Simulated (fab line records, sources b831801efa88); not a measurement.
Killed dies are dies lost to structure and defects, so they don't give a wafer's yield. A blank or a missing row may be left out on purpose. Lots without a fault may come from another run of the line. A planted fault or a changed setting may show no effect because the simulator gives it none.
Which tool did it? | flow sfq_line | 14 lots, 42 wafers sampled, at 3 steps of a route of 325

WHAT THE GAUGES READ, wafer by wafer
The record holds no reading of a measuring or inspecting step that can be judged against a usual standard deviation.

WHICH TOOL RAN EACH LOT (tool, then ch and the chambers of the sampled wafers, then the start)
lot  | SFQ_TRILAYER_I1_CMP_CMP_046   | SFQ_TRILAYER_I1_METRO_MEASURE_047 | SFQ_TRILAYER_I1_VIA_ETCH_VIA_ETCH_052
L933 | cmp-02 ch 0,1, day 23 22:51   | film_metro-03, day 24 01:58       | rie_diel-01 ch 1,2, day 24 05:30
L934 | cmp-02 ch 0,2,3, day 24 08:20 | film_metro-03, day 24 10:57       | rie_diel-02 ch 0,3, day 26 07:59
L935 | cmp-02 ch 0,1,3, day 25 05:41 | film_metro-02, day 25 07:42       | rie_diel-01 ch 0,2,3, day 26 10:11
L936 | cmp-01 ch 0,2,3, day 25 14:34 | film_metro-02, day 25 17:05       | rie_diel-02 ch 1,3, day 26 12:35
L937 | cmp-02 ch 1,2,3, day 26 00:21 | film_metro-04, day 26 02:58       | rie_diel-03 ch 0,1,3, day 26 17:23
L941 | cmp-01 ch 1,2,3, day 27 21:58 | film_metro-03, day 28 00:35       | rie_diel-03 ch 0,2, day 34 09:10
L945 | cmp-01 ch 0,3, day 28 18:01   | film_metro-04, day 28 21:44       | rie_diel-02 ch 0,1, day 35 00:46
L946 | cmp-01 ch 0,2,3, day 29 07:02 | film_metro-04, day 29 10:09       | rie_diel-02 ch 0,1,3, day 35 11:34
L950 | cmp-02 ch 0,2,3, day 30 09:20 | film_metro-02, day 30 11:57       | rie_diel-02 ch 0,2,3, day 36 18:55
L952 | cmp-01 ch 0,1, day 31 19:20   | film_metro-02, day 31 22:52       | rie_diel-01 ch 1,2, day 38 08:21
L953 | cmp-01 ch 0,1,2, day 32 01:20 | film_metro-02, day 32 04:28       | rie_diel-01 ch 0,1,2, day 38 14:21
L954 | cmp-02 ch 0,3, day 32 15:36   | film_metro-02, day 32 18:55       | rie_diel-02 ch 0,1,2, day 39 02:21
L955 | cmp-01 ch 0,1,2, day 33 04:46 | film_metro-04, day 33 07:53       | rie_diel-02 ch 0,1,3, day 39 16:45
L956 | cmp-01 ch 0,2,3, day 33 14:16 | film_metro-03, day 33 16:53       | rie_diel-03 ch 0,3, day 40 01:35
- SFQ_TRILAYER_I1_CMP_CMP_046: polishes SiO2.
- SFQ_TRILAYER_I1_METRO_MEASURE_047
- SFQ_TRILAYER_I1_VIA_ETCH_VIA_ETCH_052: etches SiO2 in CHF3, stops on Nb, target depth 260 nm.

WHAT THE TOOLS THEMSELVES READ (means of the sampled wafers that have a number; where no wafer has one, the mark that the record gives instead)
SFQ_TRILAYER_I1_CMP_CMP_046.
lot  | tool   | edge_zone_pressure_frac | motor_current_A (A) | time_to_endpoint_s (s)
L933 | cmp-02 | 1.006                   | 9.8                 | 218
L934 | cmp-02 | 1.002                   | 9.6                 | 214
L935 | cmp-02 | 1.001                   | 9.5                 | 226
L936 | cmp-01 | 1.001                   | 10.9                | 218
L937 | cmp-02 | 1.004                   | 10.1                | 215
L941 | cmp-01 | 1.001                   | 10.2                | 220
L945 | cmp-01 | 1.002                   | 11.7                | 226
L946 | cmp-01 | 0.996                   | 10.7                | 210
L950 | cmp-02 | 0.999                   | 9.5                 | 221
L952 | cmp-01 | 1.007                   | 10.5                | 215
L953 | cmp-01 | 1.001                   | 9.9                 | 223
L954 | cmp-02 | 0.998                   | 9.1                 | 217
L955 | cmp-01 | 0.996                   | 9.7                 | 212
L956 | cmp-01 | 1.002                   | 10.9                | 213

SFQ_TRILAYER_I1_METRO_MEASURE_047.
lot  | tool          | thk_nm (nm)
L933 | film_metro-03 | 200.7
L934 | film_metro-03 | 201.1
L935 | film_metro-02 | 199.8
L936 | film_metro-02 | 200.4
L937 | film_metro-04 | 200.4
L941 | film_metro-03 | 199.9
L945 | film_metro-04 | 189.6
L946 | film_metro-04 | 195.6
L950 | film_metro-02 | 200.5
L952 | film_metro-02 | 200.6
L953 | film_metro-02 | 200.4
L954 | film_metro-02 | 200.4
L955 | film_metro-04 | 200.1
L956 | film_metro-03 | 199.6

SFQ_TRILAYER_I1_VIA_ETCH_VIA_ETCH_052.
lot  | tool        | drypump_motor_current_A (A) | oes_product_au (a.u.)
L933 | rie_diel-01 | 5.4                         | 0.850
L934 | rie_diel-02 | 5.8                         | 0.857
L935 | rie_diel-01 | 6.2                         | 0.852
L936 | rie_diel-02 | 5.4                         | 0.858
L937 | rie_diel-03 | 6.3                         | 0.857
L941 | rie_diel-03 | 5.6                         | 0.856
L945 | rie_diel-02 | 5.4                         | 0.829
L946 | rie_diel-02 | 5.6                         | 0.849
L950 | rie_diel-02 | 5.6                         | 0.858
L952 | rie_diel-01 | 6.1                         | 0.859
L953 | rie_diel-01 | 5.6                         | 0.853
L954 | rie_diel-02 | 5.5                         | 0.856
L955 | rie_diel-02 | 5.6                         | 0.854
L956 | rie_diel-03 | 6.0                         | 0.858

THE ANSWER, worked out from the rows above alone
Rule: what is usual is taken from the lots themselves. Put in order of their means at a reading, lots are off if they are a third of the lots or fewer, leave a main group of 4 or more, and stand apart from it by a gap of 3 or more times the standard deviation of the main group's means; of several such gaps the widest counts. A main group whose means are all the same, to the digits that the tables above print for the reading, isn't used. A lot without any number at a reading at which 4 lots or more have one is off too. The other lots that the step has rows for count as sound. The gauges are gone through in route order, then the tools' own readings, and for those a lot's mean is taken as printed above. The first step at which some lot is off is used, and at that step the reading that is off furthest; a lot without a number counts as furthest.
Off: L945, L946, at SFQ_TRILAYER_I1_METRO_MEASURE_047 (thk_nm). The main group: mean 200.3 nm, standard deviation 0.4.
A tool fits if, at that step or a process step before it, it ran every lot that is off, and no sound lot after the first of them. None of those tried fits.

WHAT THE SIMULATOR HAD PUT IN
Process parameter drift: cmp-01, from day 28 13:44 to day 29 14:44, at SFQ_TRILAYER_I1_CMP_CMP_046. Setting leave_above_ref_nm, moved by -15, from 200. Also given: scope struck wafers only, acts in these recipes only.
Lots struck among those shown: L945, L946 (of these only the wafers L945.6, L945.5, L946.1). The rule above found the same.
